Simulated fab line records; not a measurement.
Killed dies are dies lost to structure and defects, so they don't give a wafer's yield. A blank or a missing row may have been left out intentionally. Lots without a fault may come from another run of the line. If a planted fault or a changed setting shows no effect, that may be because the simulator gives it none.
A lot that was struck, set against a sound lot | flow sky130 | 30 out of 708 route steps
Sound: these wafers, L733.2, L733.3, L733.6. Struck: wafers L718.1, L718.5 (left out: L718.4, a lot-mate that was not struck); the cause follows at the end.
At each step with rows: each side's tool, then ch and its chambers, then its first start. Under that, the readings that differ: sound wafers | struck wafers | difference of the means | sigmas: that difference in standard deviations of wafers without a fault.
alike: readings with means less than 2 such deviations apart, plus words and numbers identical on both sides. not compared: withheld readings, readings lacking a value on some wafer, bounds such as >300 that could conceal the same value, and numbers that have no deviation in the record and whose values overlap.
Wherever a step has rows on one side only, a row that says differs or no value, or a row with sigmas, the two part there. Non-overlapping numbers with no deviation appear without sigmas and do not part them. Lack of a reading on every wafer of one side parts them only where that side has two or more wafers.

SKY_LI_CONTACT_OVL_MEAS_13:
  sound on overlay-01, day 36 00:52; struck on overlay-02, day 31 02:47
  alike: LI_CONTACT_OVL
SKY_LI_CONTACT_ETCH_14: etches BARC in N2/H2, stops on SiO2, time 45.9 s, target depth 60 nm.
  sound on rie-diel-02 ch 0,3, day 36 00:53; struck on rie-diel-04 ch 2,3, day 31 02:50
  alike: drypump-motor-current-A, oes-product-au, throttle-valve-pct
  not compared: rf-hours-counter-h
then, 1 step without rows for these wafers: SKY_LI_CONTACT_ETCH_15 (etches PSG in C4F8/O2/Ar, stops on Si, target depth 600 nm).
SKY_LI_CONTACT_STRIP_16: strips in O2/N2.
  sound on plasma-asher-01 ch 1, day 36 01:01; struck on plasma-asher-04 ch 0,1, day 31 02:58
  alike: drypump-motor-current-A, oes-product-au, strip-time-to-endpoint-s
  not compared: rf-hours-counter-h
then, 2 steps without rows for these wafers: SKY_LI_CONTACT_CLEAN_17 (cleans in NMP, time 600 s); SKY_LI_CONTACT_PRE_CLEAN_18 (time 5.6 s).
SKY_LI_CONTACT_SPUTTER_19: material Ti, target thk 20 nm, time 106.37 s.
  sound on pvd-sputter-01, day 36 01:19; struck on pvd-sputter-03, day 31 03:15
  alike: chamber-pressure-pa, throttle-valve-pct
then, 1 step without rows for these wafers: SKY_LI_CONTACT_SPUTTER_20 (material TiN, target thk 20 nm, time 80 s).
SKY_LI_CONTACT_CVD_21: deposits W, target thk 400 nm, time 120.56 s.
  sound on cvd-w-02 ch 0,1, day 36 01:27; struck on cvd-w-01 ch 0,1, day 31 03:23
  reading            | sound       | struck  | difference | sigmas
  heater-power-w (W) | 923 949 937 | 759 860 | -127       | -2
SKY_LI_CONTACT_RS_MEAS_22: the measuring method here is four-point-probe.
  sound on film-metro-04, day 36 01:36; struck on film-metro-03, day 31 03:31
  alike: LI_CONTACT_W_RS
SKY_LI_CONTACT_THK_MEAS_23: measures by xrf.
  sound on film-metro-04, day 36 01:43; struck on film-metro-03, day 31 03:38
  alike: LI_CONTACT_W_THK
SKY_LI_CONTACT_CMP_24: polishes, stops on PSG, t overpolish 20 s, target thk 0 nm.
  sound on cmp-01 ch 0,1, day 36 01:46; struck on cmp-02 ch 1,3, day 31 03:41
  alike: motor-current-A, overpolish-run-s, slurry-flow-ml-min, time-to-endpoint-s
SKY_LOCAL_INTERCONNECT_SPUTTER_00: material TiN, target thk 100 nm, time 83.3 s.
  sound on pvd-sputter-02, day 36 02:05; struck on pvd-sputter-03, day 31 03:59
  reading                                                | sound             | struck      | difference | sigmas
  model.TiN_of_LOCAL_INTERCONNECT_SPUTTER_00.thk-nm (nm) | 100.4 99.75 99.51 | 47.12 48.19 | -52.23     |
  alike: chamber-pressure-pa, throttle-valve-pct
SKY_LOCAL_INTERCONNECT_RS_MEAS_01: the measuring method here is four-point-probe.
  sound on film-metro-03, day 36 02:10; struck on film-metro-03, day 31 04:20
  reading                            | sound             | struck      | difference | sigmas
  LOCAL_INTERCONNECT_TIN_RS (ohm/sq) | 14.09 14.16 14.20 | 31.58 30.88 | +17.08     | +99 or more
  not compared: hold
SKY_LOCAL_INTERCONNECT_THK_MEAS_02: measures by xrf.
  sound on film-metro-03, day 36 02:16; struck on film-metro-03, day 31 06:21
  reading                         | sound            | struck    | difference | sigmas
  LOCAL_INTERCONNECT_TIN_THK (nm) | 101.0 100.2 99.8 | 47.3 48.4 | -52.5      | -48
  not compared: hold
then, 7 steps without rows for these wafers: SKY_LOCAL_INTERCONNECT_HMDS_04 (prime time 60 s); SKY_LOCAL_INTERCONNECT_COAT_05 (resist thk 60 nm); SKY_LOCAL_INTERCONNECT_COAT_06 (resist thk 450 nm); SKY_LOCAL_INTERCONNECT_SOFTBAKE_07 (time 90 s); SKY_LOCAL_INTERCONNECT_EXPOSE_08 (exposes mask LI1M, target cd 170 nm); SKY_LOCAL_INTERCONNECT_PEB_09; SKY_LOCAL_INTERCONNECT_DEVELOP_10 (develop time 60 s).
SKY_LOCAL_INTERCONNECT_CD_MEAS_11: target cd 170 nm.
  sound on cd-sem-01, day 37 05:14; struck on cd-sem-01, day 32 07:38
  reading    | sound             | struck      | difference | sigmas
  cd-nm (nm) | 171.6 170.0 171.4 | 167.2 168.1 | -3.4       | -2
SKY_LOCAL_INTERCONNECT_OVL_MEAS_12:
  sound on overlay-02, day 37 05:21; struck on overlay-01, day 32 07:45
  alike: LOCAL_INTERCONNECT_OVL
then, 1 step without rows for these wafers: SKY_LOCAL_INTERCONNECT_ETCH_13 (etches BARC in N2/H2, stops on SiO2, time 45.9 s, target depth 60 nm).
SKY_LOCAL_INTERCONNECT_METAL_ETCH_14: etches TiN in Cl2/BCl3, stops on PSG, target depth 110 nm, time 31.4 s.
  sound on rie-metal-04 ch 0, day 37 05:31; struck on rie-metal-03 ch 0,1, day 32 07:51
  reading                | sound                | struck        | difference | sigmas
  oes-product-au (a.u.)  | 0.945 0.942 0.935    | 0.647 0.641   | -0.297     | -50
  throttle-valve-pct (%) | 21.913 21.906 21.891 | 22.105 22.092 | +0.195     | +21
  alike: bcl3-flow-sccm, drypump-motor-current-A, he-backside-leak-sccm
  not compared: rf-hours-counter-h
then, 1 step without rows for these wafers: SKY_LOCAL_INTERCONNECT_STRIP_15 (strips in O2/N2).
SKY_LOCAL_INTERCONNECT_STRIP_16: strips in post etch residue remover, time 1200 s.
  sound on wet-bench-03 ch 0, day 37 05:43; struck on wet-bench-01 ch 3, day 32 08:00
  reading                                                | sound             | struck     | difference | sigmas
  model.TiN_of_LOCAL_INTERCONNECT_SPUTTER_00.thk-nm (nm) | 99.98 99.34 99.09 | 46.7 47.77 | -52.2      |
then, 1 step without rows for these wafers: SKY_LOCAL_INTERCONNECT_CLEAN_17 (cleans in IPA, time 180 s).
-- a jump in the record: the struck wafers' starts before and after are 15 days apart (it breaks off in module LOCAL_INTERCONNECT and resumes in module PAD_OPEN, where the first step shown is number 708 of the route) --
SKY_PAD_OPEN_PROBE_99:
  sound on prober-01, day 50 15:24; struck on prober-02, day 47 05:44
  reading                        | sound             | struck      | difference | sigmas
  killed_at_M0_to_M3             | 54 55 42          | 34 37       | -15        | -2
  model.etest.res-li.line-ohm-um | 75.09 75.77 75.45 | 164.5 159   | +86.3      |
  model.etest.res-li.rs-ohm-sq   | 12.78 12.87 12.93 | 27.32 26.93 | +14.27     |
  model.etest.mcon-chain.rc-ohm  | 16.18 16.26 16.65 | 24.05 24.7  | +8.01      |
  alike: killed_at_M4_up, killed-at-contacts, killed-at-front-end, killed-at-other, killed-dies, killed-open, killed-short

WHERE THEY PART
First at SKY_LI_CONTACT_CVD_21; last, within this record, at SKY_PAD_OPEN_PROBE_99.

WHY: what had been put in by the simulator
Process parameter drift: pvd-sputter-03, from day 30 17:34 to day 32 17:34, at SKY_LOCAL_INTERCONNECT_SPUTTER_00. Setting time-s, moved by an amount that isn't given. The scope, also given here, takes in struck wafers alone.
